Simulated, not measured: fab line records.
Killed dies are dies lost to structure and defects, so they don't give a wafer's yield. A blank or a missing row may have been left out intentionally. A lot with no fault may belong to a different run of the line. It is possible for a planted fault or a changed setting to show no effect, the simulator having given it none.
A single fault, viewed from 2 desks	flow gf180mcu	only its own numbers are on each desk; what lay behind them is given at the end

== METROLOGY DESK ==
Lot by lot, what the gauges showed, no matter which tool ran the lot: averages of those sampled wafers that carry a number. The brackets show how far a lot's mean lies from the usual mean; more than 4 standard deviations puts the lot out of limits, marked OUT.
Columns: A = cd-nm at GF_NSD_CD_MEAS_07, usual 400.5 nm; B = NSD_OVL at GF_NSD_OVL_MEAS_08, usual 0.8 nm; C = NSD_TW at GF_NSD_TW_MEAS_12, usual 4278; D = cd-nm at GF_PSD_CD_MEAS_07, usual 400.7 nm; E = PSD_OVL at GF_PSD_OVL_MEAS_08, usual 1.2 nm
lot	first seen here	A	B	C	D	E
L391	day 15 07:57	400.3	1.3	4267	405.5	1.4
L393	day 16 03:43	399.9	0.3	4276	413.9 (+6.0) OUT	3.6
L394	day 16 12:35	401.9	1.0	4270	398.2	-0.4
L398	day 17 21:09	396.8	1.1	4314	410.9 (+4.6) OUT	-0.6
L403	day 19 14:42	402.3	1.0	4318	398.9	0.4
L407	day 20 21:26	400.5	0.1	4342	400.2	3.0
Finding of this desk: L393, L398 out of limits; the first was L393 at day 17 03:24, on cd-nm at GF_PSD_CD_MEAS_07. In limits: L391, L394, L403, L407.

== TOOL OWNER'S DESK, litho-track-03 ==
The tool's own readings at GF_PSD_DEVELOP_06 (develop time 60 s): means of the sampled wafers that have a number, for each lot that ran on this tool. The brackets show how far a lot's mean lies from the usual mean; more than 4 standard deviations puts the lot out of limits, marked OUT.
Columns: A = chill-plate-temp-C at GF_PSD_DEVELOP_06, usual 23.01 C
lot	first seen here	A
L393	day 17 03:15	23.20
L398	day 18 21:48	22.88
L407	day 21 21:30	23.05
Finding of this desk: none of the 3 lots has anything out of limits.

== PUT TOGETHER ==
An alarm was possible from the metrology desk at day 17 03:24, on L393, L398.
The desk of the tool owner found nothing out of limits.
On record at the tool owner's desk: L393, L398, within its limits.
All the named lots went through GF_PSD_DEVELOP_06 on litho-track-03.

== WHAT THE SIMULATOR HAD INSERTED ==
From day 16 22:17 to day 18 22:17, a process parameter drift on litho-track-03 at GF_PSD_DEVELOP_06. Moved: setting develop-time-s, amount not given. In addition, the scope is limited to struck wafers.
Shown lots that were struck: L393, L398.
Time in hours between the start of the fault and the first out-of-limits reading at each desk: metrology desk, 5.
